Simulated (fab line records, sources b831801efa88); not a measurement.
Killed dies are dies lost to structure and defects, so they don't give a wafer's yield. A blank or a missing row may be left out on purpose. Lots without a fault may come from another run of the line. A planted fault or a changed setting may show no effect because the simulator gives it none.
Which tool did it? | flow sky130 | 12 lots, 36 wafers sampled, at 4 steps of a route of 708

WHAT THE GAUGES READ, wafer by wafer
SKY_POLY_GATE_CD_MEAS_22. Usual: cd_nm 149.4 nm, standard deviation 2.8.
lot  | measured     | on        | cd_nm (nm)        | flag
L321 | day 16 00:15 | cd_sem-02 | 151.9 152.0 150.9 |
L322 | day 16 11:25 | cd_sem-02 | 144.0 148.1 146.7 |
L324 | day 17 06:05 | cd_sem-01 | 153.6 151.3 152.0 |
L325 | day 17 16:05 | cd_sem-01 | 147.1 150.1 147.5 |
L326 | day 18 06:33 | cd_sem-02 | 147.9 145.6 147.8 |
L327 | day 18 09:18 | cd_sem-02 | 149.0 152.1 152.3 |
L328 | day 18 22:52 | cd_sem-02 | 146.9 149.3 145.6 |
L329 | day 18 22:53 | cd_sem-01 | 144.6 145.9 149.0 |
L330 | day 19 13:14 | cd_sem-01 | 146.9 149.6 146.9 |
L331 | day 19 20:16 | cd_sem-02 | 148.8 146.6 149.2 |
L340 | day 23 21:22 | cd_sem-02 | 144.9 148.3 147.7 |
L341 | day 24 13:30 | cd_sem-01 | 146.8 147.3 151.2 |

SKY_LDD_HVP_TW_MEAS_10. Usual: LDD_HVP_TW 456, standard deviation 3.1.
lot  | measured     | on            | LDD_HVP_TW  | flag
L321 | day 21 02:17 | film_metro-04 | 457 459 458 |
L322 | day 21 13:24 | film_metro-04 | 461 456 458 |
L324 | day 22 10:36 | film_metro-02 | 454 453 454 |
L325 | day 22 20:21 | film_metro-02 | 455 457 455 |
L326 | day 23 11:05 | film_metro-02 | 456 458 456 |
L327 | day 23 12:53 | film_metro-02 | 459 461 459 |
L328 | day 24 02:57 | film_metro-02 | 454 456 453 |
L329 | day 24 03:16 | film_metro-04 | 460 460 459 |
L330 | day 24 16:05 | film_metro-01 | 454 453 454 |
L331 | day 24 22:17 | film_metro-01 | 455 456 456 |
L340 | day 28 18:55 | film_metro-02 | 468 470 469 | OFF
L341 | day 29 10:29 | film_metro-02 | 471 471 469 | OFF

WHICH TOOL RAN EACH LOT (tool, then ch and the chambers of the sampled wafers, then the start)
lot  | SKY_LDD_N_STRIP_16                   | SKY_LDD_HVP_IMPLANT_08
L321 | plasma_asher-04 ch 0,1, day 17 06:33 | implanter-02 ch 0, day 21 02:02
L322 | plasma_asher-02 ch 0,1, day 17 17:23 | implanter-01 ch 0, day 21 13:09
L324 | plasma_asher-02 ch 0,1, day 18 13:14 | implanter-03 ch 0, day 22 10:21
L325 | plasma_asher-04 ch 0,1, day 18 22:44 | implanter-02 ch 0, day 22 20:06
L326 | plasma_asher-03 ch 0,1, day 19 13:42 | implanter-02 ch 0, day 23 10:50
L327 | plasma_asher-04 ch 0,1, day 19 17:06 | implanter-01 ch 0, day 23 12:38
L328 | plasma_asher-04 ch 0,1, day 20 06:29 | implanter-02 ch 0, day 24 02:42
L329 | plasma_asher-03 ch 0,1, day 20 06:47 | implanter-03 ch 0, day 24 03:02
L330 | plasma_asher-03 ch 0,1, day 20 21:05 | implanter-01 ch 0, day 24 15:51
L331 | plasma_asher-03 ch 0,1, day 21 04:00 | implanter-02 ch 0, day 24 22:04
L340 | plasma_asher-02 ch 0,1, day 25 03:16 | implanter-03 ch 0, day 28 18:42
L341 | plasma_asher-04 ch 0,1, day 25 19:45 | implanter-03 ch 0, day 29 10:14
- SKY_LDD_N_STRIP_16: strips in O2/N2.
- SKY_LDD_HVP_IMPLANT_08

WHAT THE TOOLS THEMSELVES READ (means of the sampled wafers that have a number; where no wafer has one, the mark that the record gives instead)
SKY_LDD_N_STRIP_16. Usual: drypump_motor_current_A 5.6 A, standard deviation 0.32; oes_product_au 0.407 a.u., standard deviation 0.0047; strip_time_to_endpoint_s 4.325 s, standard deviation 0.017.
lot  | tool            | drypump_motor_current_A (A) | oes_product_au (a.u.) | strip_time_to_endpoint_s (s) | flag
L321 | plasma_asher-04 | 5.4                         | 0.406                 | 4.321                        |
L322 | plasma_asher-02 | 5.9                         | 0.407                 | 4.332                        |
L324 | plasma_asher-02 | 5.9                         | 0.399                 | 4.322                        |
L325 | plasma_asher-04 | 5.3                         | 0.412                 | 4.345                        |
L326 | plasma_asher-03 | 5.8                         | 0.407                 | 4.309                        |
L327 | plasma_asher-04 | 5.3                         | 0.407                 | 4.330                        |
L328 | plasma_asher-04 | 5.3                         | 0.406                 | 4.333                        |
L329 | plasma_asher-03 | 5.8                         | 0.405                 | 4.326                        |
L330 | plasma_asher-03 | 5.5                         | 0.409                 | 4.323                        |
L331 | plasma_asher-03 | 5.8                         | 0.404                 | 4.301                        |
L340 | plasma_asher-02 | 5.8                         | 0.405                 | 4.329                        |
L341 | plasma_asher-04 | 5.3                         | 0.407                 | 4.325                        |

SKY_LDD_HVP_IMPLANT_08. Usual: dose_ions_cm2 1.6995e+13, standard deviation 1.5e+10; faraday_current_uA 95.6, standard deviation 1.7.
lot  | tool         | dose_ions_cm2 | faraday_current_uA | flag
L321 | implanter-02 | 1.6998e+13    | 92.9               |
L322 | implanter-01 | 1.6993e+13    | 94.6               |
L324 | implanter-03 | 1.6984e+13    | 95.8               |
L325 | implanter-02 | 1.6996e+13    | 94.9               |
L326 | implanter-02 | 1.6993e+13    | 95.7               |
L327 | implanter-01 | 1.6992e+13    | 97.5               |
L328 | implanter-02 | 1.6994e+13    | 95.6               |
L329 | implanter-03 | 1.6997e+13    | 93.9               |
L330 | implanter-01 | 1.6984e+13    | 96.1               |
L331 | implanter-02 | 1.6981e+13    | 95.9               |
L340 | implanter-03 | 1.9128e+13    | 107.3              | OFF
L341 | implanter-03 | 1.9142e+13    | 109.8              | OFF

THE ANSWER, worked out from the rows above alone
Rule: a lot is off if the mean of its wafers that have a number lies more than 3 standard deviations from the usual mean. A lot without any number at a reading at which 4 lots or more have one is off too. The other lots that the step has rows for count as sound. The gauges are gone through in route order, then the tools' own readings, and for those a lot's mean is taken as printed above. The first step at which some lot is off is used, and at that step the reading that is off furthest; a lot without a number counts as furthest.
Off: L340, L341, at SKY_LDD_HVP_TW_MEAS_10 (LDD_HVP_TW).
A tool fits if, at a process step before that reading, it ran every lot that is off, and no sound lot after the first of them. The gauges at SKY_LDD_HVP_TW_MEAS_10 aren't tried: what is off there is off at SKY_LDD_HVP_IMPLANT_08 too, on other tools, and a gauge's error can't cause that. One fits: implanter-03 at SKY_LDD_HVP_IMPLANT_08. Its last sound lot is L329 (day 24 03:02), its first lot that is off L340 (day 28 18:42): a fault that began between those two fits.
The tool's own readings at SKY_LDD_HVP_IMPLANT_08 bear it out: on the lots that are off they differ by more than 5 times the standard deviation of the sound lots' means. dose_ions_cm2 reads 1.9135e+13 there against 1.6991e+13 on the sound lots; faraday_current_uA reads 108.5 there against 95.3 on the sound lots.

WHAT THE SIMULATOR HAD PUT IN
Process parameter drift: implanter-03, from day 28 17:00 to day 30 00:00, at SKY_LDD_HVP_IMPLANT_08. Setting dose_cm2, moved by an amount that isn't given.
Lots struck among those shown: L340, L341. The rule above found the same.
